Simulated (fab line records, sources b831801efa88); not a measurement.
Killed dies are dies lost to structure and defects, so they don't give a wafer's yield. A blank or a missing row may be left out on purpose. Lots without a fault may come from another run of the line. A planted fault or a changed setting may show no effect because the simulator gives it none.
fab line records | flow sfq_line
record lots=15 wafers=45 last_day=91
route steps=325 shown M4@158 JJ@196 I5@237 C5@244
lots that met no fault: from a run of the same line without faults
start_h: hours from the record's first day to the start of the lot's first wafer shown | wait_h: hours since the lot's step before | " the same as in the row above | L1.1+2: a row that stands for several wafers | - no value, or no start given | * or withheld: withheld | < > ~ a bound
route shown NAME@n: a module of which the file shows steps, and the number in the route of the first | usual: mean/standard deviation of fault-free wafers | same: alike in all rows | chamber/n: place in a boat | sites: the reading at each site | _std_site: their standard deviation | _edge_site: outer sites' mean less inner sites' | radius_mm: how far each site lies from the wafer's centre | mask NAME#n: copy n | behind: the tool/chamber that last shaped the wafer | hold: why the lot was held/for how many hours/how that ended | device: the transistor (n, p or np) that didn't switch | end of line: the same wafers' tests at the end of the route | a step without rows: its recipe alone | killed: dies lost to structure and defects at the first sort, not the wafer's yield | map: a wafer's dies, x killed, . not, _ none there
set.NAME: the setting as run; set.NAME@STEP: as run at that earlier step | model.NAME: the simulator's own value behind a step, which no gauge read
steps of the route over a sample of lots; a table a step, a row a wafer
services: from which hour (start_h, from the record's first day; less than 0 if before it) a tool's chamber was out of use, for how many hours, and why
## steps
# step SFQ_M4_OVL_MEAS_926
# usual M4_OVL=1/4.8
# columns lot.wafer tool chamber start_h wait_h M4_OVL[nm]
L349.2 overlay-02 - 1068.08 0.1 -11
L349.4 " - " " -1
L349.5 " - " " -1
L350.3 overlay-02 - 1077.88 0.1 -1
L350.5 " - " " 2
L350.6 " - " " -5
L351.1 overlay-02 - 1082.38 0.1 -4
L351.4 " - " " 0
L351.6 " - " " 2
L354.3 overlay-02 - 1090.91 0.1 3
L354.4 " - " " 7
L354.6 " - " " 10
L355.2 overlay-01 - 1100.59 0.1 -7
L355.4 " - " " -3
L355.6 " - " " -3
L356.3 overlay-01 - 1106.60 0.1 -8
L356.4 " - " " 2
L356.6 " - " " -6
L358.2 overlay-01 - 1142.75 0.1 1
L358.3 " - " " -1
L358.5 " - " " 3
L361.3 overlay-02 - 1166.47 0.1 -1
L361.5 " - " " 1
L361.6 " - " " -13
L362.1 overlay-02 - 1173.50 0.1 6
L362.3 " - " " 5
L362.4 " - " " 3
L363.1 overlay-02 - 1175.90 0.1 -1
L363.2 " - " " 8
L363.5 " - " " -7
L365.3 overlay-01 - 1189.31 0.1 11
L365.4 " - " " 0
L365.6 " - " " -4
L368.2 overlay-02 - 1210.89 0.1 7
L368.3 " - " " 7
L368.4 " - " " 2
L369.2 overlay-01 - 1219.34 0.1 7
L369.4 " - " " 5
L369.6 " - " " 5
L370.2 overlay-01 - 1220.54 0.1 3
L370.3 " - " " 8
L370.4 " - " " 1
L371.1 overlay-02 - 1244.40 0.1 4
L371.5 " - " " 3
L371.6 " - " " -3
# step SFQ_TRILAYER_JJ_CE_STRIP_STRIP_120
# recipe gas=O2 power_w=200 platen_temp_c=40 overash_fraction=0.65 chemistry=O2 pressure_mtorr=50
# usual drypump_motor_current_A=6.0/0.46 he_backside_leak_sccm=3.53/0.2 oes_product_au=1.003/0.0093
# columns lot.wafer tool chamber start_h wait_h drypump_motor_current_A he_backside_leak_sccm oes_product_au rf_hours_counter_h
L349.2 rie_metal-02 1 1220.07 0.0 5.1 3.52 1.004 3
L349.4 " 0 " " 6.3 3.26 1.007 -
L349.5 " 0 " " 6.3 3.39 1.001 -
L350.3 rie_metal-04 0 1226.27 0.2 6.2 3.30 1.005 -
L350.5 " 0 " " 6.2 3.22 1.013 -
L350.6 " 1 " " 6.2 3.37 1.015 -
L351.1 rie_metal-04 1 1229.50 0.0 6.2 3.26 1.007 122
L351.4 " 1 " " 6.2 3.36 1.015 -
L351.6 " 1 " " 6.2 3.28 1.015 -
L354.3 rie_metal-02 1 1239.77 0.2 5.1 3.63 0.998 -
L354.4 " 0 " " 6.3 3.16 1.009 -
L354.6 " 0 " " 6.3 3.08 1.000 -
L355.2 rie_metal-01 1 1242.79 0.0 6.6 3.74 0.998 32
L355.4 " 0 " " 5.5 3.72 0.999 -
L355.6 " 1 " " 6.6 3.55 0.990 -
L356.3 rie_metal-04 1 1250.32 0.2 6.2 3.42 1.013 -
L356.4 " 0 " " 6.1 3.45 1.001 -
L356.6 " 1 " " 6.2 3.33 1.002 -
L358.2 rie_metal-01 0 1285.37 0.0 5.5 3.72 0.983 120
L358.3 " 1 " " 6.6 3.57 1.001 -
L358.5 " 1 " " 6.6 3.78 0.994 -
L361.3 rie_metal-04 0 1328.32 0.2 6.2 3.41 1.010 -
L361.5 " 0 " " 6.2 3.31 0.995 -
L361.6 " 1 " " 6.2 3.28 1.015 -
L362.1 rie_metal-01 1 1330.52 0.0 6.6 3.78 1.003 46
L362.3 " 1 " " 6.6 3.84 1.007 -
L362.4 " 0 " " 5.5 3.79 0.993 -
L363.1 rie_metal-02 1 1332.92 0.0 5.1 3.47 1.010 21
L363.2 " 0 " " 6.3 3.28 1.001 82
L363.5 " 0 " " 6.3 3.46 1.013 -
L365.3 rie_metal-04 0 1342.72 0.2 6.1 3.60 0.999 -
L365.4 " 1 " " 6.2 3.46 1.016 -
L365.6 " 1 " " 6.2 3.35 1.006 -
L368.2 rie_metal-04 1 1379.76 0.0 6.2 3.36 1.009 146
L368.3 " 1 " " 6.2 3.41 1.017 -
L368.4 " 0 " " 6.1 3.45 1.011 -
L369.2 rie_metal-01 0 1384.06 0.0 5.5 3.83 0.993 137
L369.4 " 0 " " 5.5 3.82 0.995 -
L369.6 " 1 " " 6.5 3.66 0.995 -
L370.2 rie_metal-01 0 1390.85 0.0 5.5 3.73 1.004 138
L370.3 " 0 " " 5.5 3.57 0.992 -
L370.4 " 1 " " 6.6 3.59 0.993 -
L371.1 rie_metal-02 0 1493.63 0.0 6.3 3.21 0.998 107
L371.5 " 1 " " 5.1 3.68 0.999 -
L371.6 " 0 " " 6.3 3.25 0.997 -
# step SFQ_TRILAYER_I5_ETCH_VIA_ETCH_147
# recipe stop_on=Nb mask_material=PR chemistry=CHF3 target_depth_nm=360 source_w=500 bias_w=80 pressure_mtorr=30 time_s=withheld
# usual drypump_motor_current_A=5.7/0.57 oes_product_au=0.988/0.0065
# columns lot.wafer tool chamber start_h wait_h drypump_motor_current_A oes_product_au
L349.2 rie_diel-02 3 1472.00 0.0 6.2 0.984
L349.4 " 1 " " 6.0 0.980
L349.5 " 3 " " 6.2 0.988
L350.3 rie_diel-03 0 1476.80 0.0 5.8 0.986
L350.5 " 3 " " 5.8 0.973
L350.6 " 2 " " 5.7 0.990
L351.1 rie_diel-04 1 1478.00 0.0 4.7 0.991
L351.4 " 0 " " 5.7 0.990
L351.6 " 1 " " 4.7 0.992
L354.3 rie_diel-02 1 1496.13 0.0 6.1 0.984
L354.4 " 3 " " 6.2 0.991
L354.6 " 3 " " 6.2 0.982
L355.2 rie_diel-03 2 1504.65 0.0 5.6 0.985
L355.4 " 3 " " 5.8 0.989
L355.6 " 3 " " 5.8 0.984
L356.3 rie_diel-04 1 1516.97 0.0 4.7 0.983
L356.4 " 3 " " 6.1 0.996
L356.6 " 1 " " 4.7 0.996
L358.2 rie_diel-04 3 1545.92 0.0 6.1 0.993
L358.3 " 1 " " 4.7 0.987
L358.5 " 3 " " 6.1 0.988
L361.3 rie_diel-04 2 1571.70 0.0 6.5 0.993
L361.5 " 3 " " 6.1 0.985
L361.6 " 2 " " 6.5 0.983
L362.1 rie_diel-02 2 1574.19 0.0 4.7 0.985
L362.3 " 0 " " 6.0 0.991
L362.4 " 1 " " 6.0 0.988
L363.1 rie_diel-03 2 1577.86 0.0 5.6 0.989
L363.2 " 3 " " 5.9 0.984
L363.5 " 0 " " 5.8 0.982
L365.3 rie_diel-02 3 1587.78 0.0 6.1 0.990
L365.4 " 1 " " 6.0 0.984
L365.6 " 2 " " 4.7 0.994
L368.2 rie_diel-02 3 1616.18 0.0 6.2 0.984
L368.3 " 0 " " 5.9 0.996
L368.4 " 2 " " 4.7 0.970
L369.2 rie_diel-02 3 1626.09 0.0 6.2 0.982
L369.4 " 2 " " 4.7 0.985
L369.6 " 2 " " 4.7 0.978
L370.2 rie_diel-02 1 1632.09 0.0 6.0 0.981
L370.3 " 2 " " 4.7 0.974
L370.4 " 3 " " 6.1 0.985
L371.1 rie_diel-03 1 1634.49 0.0 4.9 0.995
L371.5 " 3 " " 5.9 0.980
L371.6 " 2 " " 5.7 0.991
# step SFQ_TRILAYER_C5_LITHO_PEB_154
# recipe peb_temp_c=115 peb_time_s=60 resist=KrF
# usual chill_plate_temp_C=23.02/0.11 exhaust_pa=45.0/0.88
# columns lot.wafer tool chamber start_h wait_h chill_plate_temp_C exhaust_pa
L349.2 litho_track-04 0 1594.31 0.8 23.03 44.2
L349.4 " 0 " " 22.93 45.7
L349.5 " 0 " " 22.91 44.9
L350.3 litho_track-03 0 1595.54 0.7 22.88 44.9
L350.5 " 0 " " 23.03 44.4
L350.6 " 0 " " 23.00 44.7
L351.1 litho_track-04 0 1597.89 1.0 23.07 44.4
L351.4 " 0 " " 22.97 44.8
L351.6 " 0 " " 22.94 44.7
L354.3 litho_track-02 0 1615.94 0.7 22.98 45.1
L354.4 " 0 " " 23.09 45.0
L354.6 " 0 " " 22.93 46.3
L355.2 litho_track-03 0 1617.24 0.8 22.90 45.5
L355.4 " 0 " " 22.86 44.8
L355.6 " 0 " " 22.83 43.9
L356.3 litho_track-03 0 1622.19 0.7 23.01 43.9
L356.4 " 0 " " 22.95 44.8
L356.6 " 0 " " 22.88 43.5
L358.2 litho_track-02 0 1658.02 0.8 23.19 44.5
L358.3 " 0 " " 23.14 45.0
L358.5 " 0 " " 23.00 46.0
L361.3 litho_track-03 - 1687.47 0.7 - -
L361.5 " - " " - -
L361.6 " - " " - -
L362.1 litho_track-03 - 1692.22 1.0 - -
L362.3 " - " " - -
L362.4 " - " " - -
L363.1 litho_track-03 - 1695.82 1.0 - -
L363.2 " - " " - -
L363.5 " - " " - -
L365.3 litho_track-03 0 1702.11 0.7 23.15 43.9
L365.4 " 0 " " 23.18 44.8
L365.6 " 0 " " 23.13 45.1
L368.2 litho_track-02 0 1727.29 0.8 23.08 44.8
L368.3 " 0 " " 23.02 45.5
L368.4 " 0 " " 22.87 43.9
L369.2 litho_track-03 0 1734.61 0.8 23.38 45.7
L369.4 " 0 " " 23.17 47.0
L369.6 " 0 " " 23.33 46.1
L370.2 litho_track-03 0 1740.61 0.8 23.10 44.4
L370.3 " 0 " " 23.07 44.9
L370.4 " 0 " " 23.09 46.0
L371.1 litho_track-04 0 1744.19 1.0 23.05 45.0
L371.5 " 0 " " 22.91 45.9
L371.6 " 0 " " 22.90 43.9
## services
# columns tool chamber start_h hours kind
rie_diel-03 2 1208.00 8.7 repair
rie_diel-04 3 1227.73 3.1 repair
rie_diel-04 2 1232.80 2.1 repair
rie_diel-03 2 1238.37 2.1 repair
rie_diel-04 - 1241.78 1.7 repair
rie_diel-04 - 1254.58 2.2 repair
rie_diel-04 1 1262.08 10.8 repair
rie_diel-02 - 1266.63 0.4 repair
rie_diel-02 - 1269.39 2.8 pm
rie_diel-02 - 1282.73 0.5 repair
rie_metal-04 - 1312.11 2.2 repair
rie_metal-01 - 1388.04 2.8 pm
rie_diel-02 0 1406.08 4.3 repair
rie_diel-02 1 1442.50 12.8 repair
rie_metal-04 1 1474.47 11.9 repair
rie_metal-01 - 1511.03 1.4 pm
rie_diel-02 1 1517.38 1.2 repair
rie_diel-02 0 1519.52 1.3 repair
rie_metal-01 0 1536.56 24.5 repair
rie_metal-04 - 1538.10 2.8 pm
rie_diel-02 0 1599.52 7.4 repair
rie_diel-02 - 1624.16 0.6 repair
rie_diel-02 1 1655.98 6.4 repair
rie_metal-01 - 1712.96 14.6 pm
## key
first_sign step=SFQ_TRILAYER_C5_LITHO_PEB_154 reading=tool_record direction=missing
effect none on later readings
met_at SFQ_TRILAYER_C5_LITHO_PEB_154
struck_lots L361,L362,L363
not_acting_at SFQ_M4_OVL_MEAS_926,SFQ_TRILAYER_JJ_CE_STRIP_STRIP_120,SFQ_TRILAYER_I5_ETCH_VIA_ETCH_147
onset_between 1622.19 1687.47
fault kind=skipped_step_whole tool=litho_track-03 chamber=- onset_h=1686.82 steps=SFQ_TRILAYER_C5_LITHO_PEB_154 scope=struck_lots_only
